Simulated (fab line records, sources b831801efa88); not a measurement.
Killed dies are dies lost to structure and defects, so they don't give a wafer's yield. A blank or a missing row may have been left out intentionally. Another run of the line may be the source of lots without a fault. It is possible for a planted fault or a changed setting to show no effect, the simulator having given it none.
Matching of chambers | flow sky130 | rie-diel-03 running SKY_VIA2_ETCH_15: 4 sister chambers
The step etches SiO2 in C4F8/O2/Ar, stops on TiN, target depth 546 nm, time 84 s. 8 wafers are shown with their chamber, then 11 later ones without.

## WAFERS, EACH WITH ITS CHAMBER
wafer  | chamber | oes-product-au (a.u.)
L080.5 | 1       | 0.942
L082.4 | 2       | 0.939
L082.5 | 0       | 0.942
L082.6 | 3       | 0.935
L084.1 | 2       | 0.942
L084.2 | 3       | 0.942
L084.3 | 0       | 0.946
L084.4 | 1       | 0.945

## WAFERS WITH NO CHAMBER GIVEN
wafer  | oes-product-au (a.u.)
L084.5 | 0.949
L084.6 | 0.936
L091.1 | 0.937
L091.2 | 0.937
L091.3 | 0.945
L092.2 | 0.935
L092.3 | 0.942
L092.5 | 0.938
L097.1 | 0.934
L097.5 | 0.937
L097.6 | 0.930

## CHAMBER TAKEN BY EACH
wafer  | from the rows above               | in truth
L084.5 | can't be placed: 0 or 1 or 2 or 3 | 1
L084.6 | can't be placed: 3 or 2 or 1 or 0 | 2
L091.1 | can't be placed: 3 or 2 or 1 or 0 | 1
L091.2 | can't be placed: 3 or 2 or 1 or 0 | 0
L091.3 | can't be placed: 0 or 1 or 2 or 3 | 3
L092.2 | can't be placed: 3 or 2 or 1 or 0 | 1
L092.3 | can't be placed: 1 or 2 or 0 or 3 | 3
L092.5 | can't be placed: 3 or 2 or 1 or 0 | 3
L097.1 | can't be placed: 3 or 2 or 1 or 0 | 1
L097.5 | can't be placed: 3 or 2 or 1 or 0 | 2
L097.6 | can't be placed: 3 or 2 or 1 or 0 | 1
Placed correctly: 0 of 11. From these rows, 11 cannot be placed; in 11 the true chamber is one of the candidates. Number placed wrongly: 0.
How it was worked out, from the rows above alone: a wafer's distance from a chamber is the root of the sum, over the readings, of the square of ((its reading less the chamber's mean) divided by the reading's scatter). The wafer belongs to the nearest chamber; if the next one is less than 2 further off, it can't be placed. The mean given for a chamber averages the wafers shown for that chamber. The scatter: take each reading less its chamber's mean, square it, sum over the shown wafers, divide by the number of wafers less the number of chambers, and take the root.
